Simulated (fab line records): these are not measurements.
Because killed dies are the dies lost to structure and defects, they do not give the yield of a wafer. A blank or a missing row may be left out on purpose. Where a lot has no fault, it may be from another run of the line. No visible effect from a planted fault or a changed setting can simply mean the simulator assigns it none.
fab line records -- flow sky130
record lots=15, wafers=45, last_day=50
route steps=708 shown LDD_HVP@286
lots untouched by any fault: they come from a run of this same line in which no faults occurred
start_h: start of the lot's first displayed wafer, in hours after the record's first day -- wait_h: hours from the lot's prior step to this one -- " unchanged from the row above -- L1.1+2: one row covering several wafers at once -- - no value, or no start given -- * or withheld: withheld -- < > ~ a bound
route shown NAME@n: NAME is a module with steps in the file, n the number in the route of the first one -- usual: the fault-free wafers' mean and standard deviation -- same: alike in all rows -- chamber/n: place in a boat -- sites: the reading at each site -- _std_site: the standard deviation of these -- _edge_site: the outer-site mean with the inner-site mean subtracted -- radius_mm: for every site, how far away it sits from the centre of the wafer -- mask NAME#n: copy n -- behind: the last tool/chamber to shape the wafer -- hold: why the lot was held/for how many hours/how that ended -- device: the n, p or np transistor that did not switch -- end of line: the same wafers' tests at the end of the route -- step lacking rows: just its recipe -- killed: the dies lost at the first sort to structure and to defects; this is not the yield of the wafer -- map: shows each die of a wafer: x if killed, . if not, _ if none is there
set.NAME: the setting as run; set.NAME@STEP: as run at that earlier step -- model.NAME: the simulator's own value behind a step, which no gauge read
steps of the route over a sample of lots; a table a step, a row a wafer
services: when a tool's chamber went out of use (start_h, in hours from the record's first day, below 0 if earlier), for how many hours, and the reason
## steps
# step SKY_LDD_HVP_IMPLANT_08
# recipe species=B, energy_kev=20, dose_cm2=1.7e+13, tilt_deg=17.9
# usual dose_ions_cm2=1.7e+13/2.1e+10, faraday_current_uA=95.7/1.9
lot.wafer,tool,chamber,start_h,wait_h,dose_ions_cm2,faraday_current_uA
L753.4,implanter-01,0,495.28,0.1,1.7007e+13,93.1
L753.5,implanter-01,0,495.28,0.1,1.7015e+13,94.6
L753.6,implanter-01,0,495.28,0.1,1.7008e+13,96.0
L755.1,implanter-04,0,507.86,0.0,1.7003e+13,92.7
L755.4,implanter-04,0,507.86,0.0,1.7005e+13,97.8
L755.5,implanter-04,0,507.86,0.0,1.6989e+13,92.9
L756.1,implanter-04,0,521.45,0.0,1.6966e+13,97.0
L756.3,implanter-04,0,521.45,0.0,1.6989e+13,91.5
L756.5,implanter-04,0,521.45,0.0,1.7006e+13,94.5
L757.2,implanter-02,0,527.94,0.0,1.6961e+13,94.8
L757.4,implanter-02,0,527.94,0.0,1.6965e+13,94.7
L757.6,implanter-02,0,527.94,0.0,1.698e+13,95.3
L758.2,implanter-01,0,547.07,0.0,1.6998e+13,95.4
L758.4,implanter-01,0,547.07,0.0,1.6997e+13,97.0
L758.6,implanter-01,0,547.07,0.0,1.7024e+13,92.6
L760.4,implanter-04,0,567.28,0.1,1.6997e+13,93.8
L760.5,implanter-04,0,567.28,0.1,1.7027e+13,94.6
L760.6,implanter-04,0,567.28,0.1,1.7014e+13,94.9
L759.1,implanter-04,0,569.50,0.0,1.698e+13,98.0
L759.5,implanter-04,0,569.50,0.0,1.7029e+13,95.5
L759.6,implanter-04,0,569.50,0.0,1.7005e+13,95.5
L761.2,implanter-01,0,578.98,0.0,1.7e+13,94.8
L761.3,implanter-01,0,578.98,0.0,1.6999e+13,95.2
L761.6,implanter-01,0,578.98,0.0,1.6966e+13,97.1
L762.3,implanter-01,0,586.80,0.1,1.7005e+13,95.4
L762.4,implanter-01,0,586.80,0.1,1.6984e+13,97.8
L762.5,implanter-01,0,586.80,0.1,1.7008e+13,97.1
L763.1,implanter-02,0,588.00,0.0,1.7033e+13,96.8
L763.3,implanter-02,0,588.00,0.0,1.6999e+13,94.2
L763.5,implanter-02,0,588.00,0.0,1.7021e+13,95.8
L764.2,implanter-04,0,594.64,0.0,1.7e+13,96.6
L764.3,implanter-04,0,594.64,0.0,1.7007e+13,100.4
L764.5,implanter-04,0,594.64,0.0,1.7e+13,97.4
L766.2,implanter-04,0,610.28,0.0,1.6974e+13,97.1
L766.4,implanter-04,0,610.28,0.0,1.6987e+13,94.1
L766.5,implanter-04,0,610.28,0.0,1.6994e+13,94.4
L770.1,implanter-04,0,654.80,0.0,8.9583e+13,500.1
L770.2,implanter-04,0,654.80,0.0,8.9631e+13,513.7
L770.3,implanter-04,0,654.80,0.0,8.962e+13,511.4
L772.1,implanter-04,0,661.50,0.0,8.9617e+13,512.2
L772.4,implanter-04,0,661.50,0.0,8.9655e+13,496.8
L772.6,implanter-04,0,661.50,0.0,8.9633e+13,502.2
L771.3,implanter-04,0,664.50,0.1,8.9644e+13,495.9
L771.4,implanter-04,0,664.50,0.1,8.96e+13,488.4
L771.5,implanter-04,0,664.50,0.1,8.9651e+13,496.7
# step SKY_LDD_HVP_TW_MEAS_10
# usual LDD_HVP_TW=455/4.4
lot.wafer,tool,chamber,start_h,wait_h,LDD_HVP_TW
L753.4,film_metro-02,-,495.49,0.1,453
L753.5,film_metro-02,-,495.49,0.1,452
L753.6,film_metro-02,-,495.49,0.1,453
L755.1,film_metro-02,-,508.11,0.1,452
L755.4,film_metro-02,-,508.11,0.1,450
L755.5,film_metro-02,-,508.11,0.1,450
L756.1,film_metro-02,-,521.70,0.1,452
L756.3,film_metro-02,-,521.70,0.1,452
L756.5,film_metro-02,-,521.70,0.1,450
L757.2,film_metro-02,-,528.18,0.1,447
L757.4,film_metro-02,-,528.18,0.1,450
L757.6,film_metro-02,-,528.18,0.1,450
L758.2,film_metro-02,-,547.31,0.1,450
L758.4,film_metro-02,-,547.31,0.1,449
L758.6,film_metro-02,-,547.31,0.1,451
L760.4,film_metro-02,-,567.48,0.1,447
L760.5,film_metro-02,-,567.48,0.1,449
L760.6,film_metro-02,-,567.48,0.1,448
L759.1,film_metro-04,-,569.90,0.1,453
L759.5,film_metro-04,-,569.90,0.1,457
L759.6,film_metro-04,-,569.90,0.1,458
L761.2,film_metro-01,-,579.21,0.1,463
L761.3,film_metro-01,-,579.21,0.1,464
L761.6,film_metro-01,-,579.21,0.1,460
L762.3,film_metro-01,-,587.02,0.1,461
L762.4,film_metro-01,-,587.02,0.1,461
L762.5,film_metro-01,-,587.02,0.1,461
L763.1,film_metro-02,-,588.25,0.1,455
L763.3,film_metro-02,-,588.25,0.1,453
L763.5,film_metro-02,-,588.25,0.1,454
L764.2,film_metro-04,-,594.88,0.1,456
L764.3,film_metro-04,-,594.88,0.1,459
L764.5,film_metro-04,-,594.88,0.1,459
L766.2,film_metro-04,-,610.51,0.1,453
L766.4,film_metro-04,-,610.51,0.1,454
L766.5,film_metro-04,-,610.51,0.1,454
L770.1,film_metro-04,-,655.05,0.1,760
L770.2,film_metro-04,-,655.05,0.1,761
L770.3,film_metro-04,-,655.05,0.1,762
L772.1,film_metro-01,-,661.75,0.1,772
L772.4,film_metro-01,-,661.75,0.1,775
L772.6,film_metro-01,-,661.75,0.1,773
L771.3,film_metro-02,-,664.72,0.1,764
L771.4,film_metro-02,-,664.72,0.1,761
L771.5,film_metro-02,-,664.72,0.1,767
## services
tool,chamber,start_h,hours,kind
implanter-02,-,477.07,6.6,pm
implanter-02,-,496.51,10.0,pm
implanter-02,-,507.72,1.8,repair
implanter-02,-,510.98,8.2,repair
implanter-01,-,522.85,5.2,pm
implanter-02,-,550.54,0.5,repair
implanter-04,-,552.11,1.3,repair
implanter-04,-,636.91,2.9,repair
implanter-02,-,647.10,3.8,pm
## key
first_sign step=SKY_LDD_HVP_IMPLANT_08, reading=dose_ions_cm2, direction=up, sigmas=99+, usual=*, struck=*
effect step=SKY_LDD_HVP_IMPLANT_08, reading=faraday_current_uA, direction=up, sigmas=99+, usual=95.7, struck=501.9
effect step=SKY_LDD_HVP_TW_MEAS_10, reading=LDD_HVP_TW, direction=up, sigmas=70, usual=455, struck=766
met_at SKY_LDD_HVP_IMPLANT_08
struck_lots L770,L771,L772
tester_left_out L770,L771,L772
onset_between 610.28 654.80
fault kind=process_parameter_drift, tool=implanter-04, chamber=-, onset_h=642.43, steps=SKY_LDD_HVP_IMPLANT_08, channel=dose_cm2, offset=*, shape=step, end_h=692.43, acts_in=*, stated=*
# tester_left_out: of these lots the tester's yield and bins aren't shown, on N5 and GAA mostly nor the transistor test; their killed dies are dies lost to structure and defects alone, not to doping, threshold or leakage, so they don't give the yield
